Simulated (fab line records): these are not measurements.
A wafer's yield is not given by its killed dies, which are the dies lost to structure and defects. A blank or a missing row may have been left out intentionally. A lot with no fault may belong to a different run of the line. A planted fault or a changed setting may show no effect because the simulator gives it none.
Split-lot experiment + flow sfq line + 23 wafers read from 5 lots, route of 325 steps

== THE SPLIT ==
At SFQ_TRILAYER_M4_LITHO_PEB_096 (peb time 60 s), the setting peb temp c was moved away from the recipe's 115 C on 10 of the 23 wafers read, by -2.2% to +1.6%. All remaining wafers had this setting at the recipe value.

== FROM THE SPLIT ON TO THE READING: in between, the file shows 1 step ==
- SFQ_TRILAYER_M4_LITHO_DEVELOP_095: time 60 s

== THE READING ==
M4.cd nm (the simulator's own value, which no gauge read), in nm, at SFQ_TRILAYER_M4_BARC_OPEN_METAL_ETCH_123 (etches BARC in O2, target depth 125 nm, time 41.7 s). The file does not state a usual value for it. The 13 wafers here that ran the recipe average 499.9 nm, standard deviation 1.3 nm.

| wafer  | tool, chamber at the split | peb temp c as run, C | against the recipe | M4.cd nm, nm | against lot-mates on the recipe |
|--------|----------------------------|----------------------|--------------------|--------------|---------------------------------|
| L075.1 | litho track-01, 0          | 115                  | recipe             | 499.4        | -                               |
| L075.2 | litho track-01, 0          | 113.4                | -1.4%              | 529.5        | +31.1                           |
| L075.3 | litho track-01, 0          | 115                  | recipe             | 497.3        | -                               |
| L075.4 | litho track-01, 0          | 113.4                | -1.4%              | 529.2        | +30.9                           |
| L075.5 | litho track-01, 0          | 113.4                | -1.4%              | 531.3        | +32.9                           |
| L076.2 | litho track-01, 0          | 112.7                | -2.0%              | 545.8        | +45.1                           |
| L076.3 | litho track-01, 0          | 115                  | recipe             | 500.7        | -                               |
| L076.4 | litho track-01, 0          | 112.7                | -2.0%              | 544.2        | +43.5                           |
| L076.5 | litho track-01, 0          | 115                  | recipe             | 501          | -                               |
| L076.6 | litho track-01, 0          | 115                  | recipe             | 500.3        | -                               |
| L077.1 | litho track-01, 0          | 115                  | recipe             | 500.2        | -                               |
| L077.2 | litho track-01, 0          | 116.8                | +1.6%              | 471.1        | -29.6                           |
| L077.4 | litho track-01, 0          | 115                  | recipe             | 501.3        | -                               |
| L077.5 | litho track-01, 0          | 116.8                | +1.6%              | 470.8        | -29.9                           |
| L077.6 | litho track-01, 0          | 115                  | recipe             | 500.6        | -                               |
| L081.1 | litho track-01, 0          | 112.5                | -2.2%              | 549.4        | +48.1                           |
| L081.3 | litho track-01, 0          | 115                  | recipe             | 501.4        | -                               |
| L081.4 | litho track-01, 0          | 112.5                | -2.2%              | 551.1        | +49.9                           |
| L081.5 | litho track-01, 0          | 112.5                | -2.2%              | 552.3        | +51.0                           |
| L081.6 | litho track-01, 0          | 115                  | recipe             | 501.1        | -                               |
| L083.1 | litho track-03, 0          | 115                  | recipe             | 498.5        | -                               |
| L083.3 | litho track-03, 0          | 115                  | recipe             | 499.3        | -                               |
| L083.4 | litho track-03, 0          | 115                  | recipe             | 498          | -                               |

THE FIT
A straight line over all 23 wafers: M4.cd nm changes by -21.8 nm for each +1% of peb temp c; r = -1.00; the points scatter about the line by 2.2 nm.
The same after taking each lot's own level away (the mean of its wafers on the recipe; 23 wafers): -21.8 nm for each +1%; r = -1.00; scatter 1.6 nm.
According to that fit, moving peb temp c by its largest amount changes the reading by 47 nm.
The span of the lots' own levels, 498.35 to 501.25 nm, comes to 2.3 times the standard deviation stated above.
Consequently the slope shifts little with the lot-to-lot level, the two slopes agreeing.
Check: +48.3 nm against its lot-mates is what the line predicts for one of the wafers moved furthest among these (-2.2%) when that wafer is left out of the fit. It came out at +48.1 nm against them.

== THE OTHER SPLITS THESE WAFERS WENT THROUGH ==
Other splits were also applied to these wafers ahead of the reading. Each is held against what the fit with the lots' levels taken away leaves over:
| other split on the same wafers                          | wafers away from the commonest value | r with M4.cd nm (lot level and that fit taken away) |
|---------------------------------------------------------|--------------------------------------|-----------------------------------------------------|
| SFQ_TRILAYER_M2_ETCH_METAL_ETCH_060 icp w               | 6                                    | +0.36                                               |
| SFQ_TRILAYER_I2_VIA_LITHO_EXPOSE_068 dose mj            | 11                                   | +0.12                                               |
| SFQ_TRILAYER_M3_LITHO_COAT_075 spin rpm                 | 10                                   | -0.26                                               |
| SFQ_TRILAYER_M3_BARC_OPEN_METAL_ETCH_100 pressure mtorr | 18                                   | +0.01                                               |
| SFQ_TRILAYER_M4_LITHO_COAT_093 resist thk nm            | 9                                    | +0.04                                               |

== THE FILE'S OWN FIT ==
M4.cd nm changes by -21.9 nm for each +1% of peb temp c, r = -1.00.
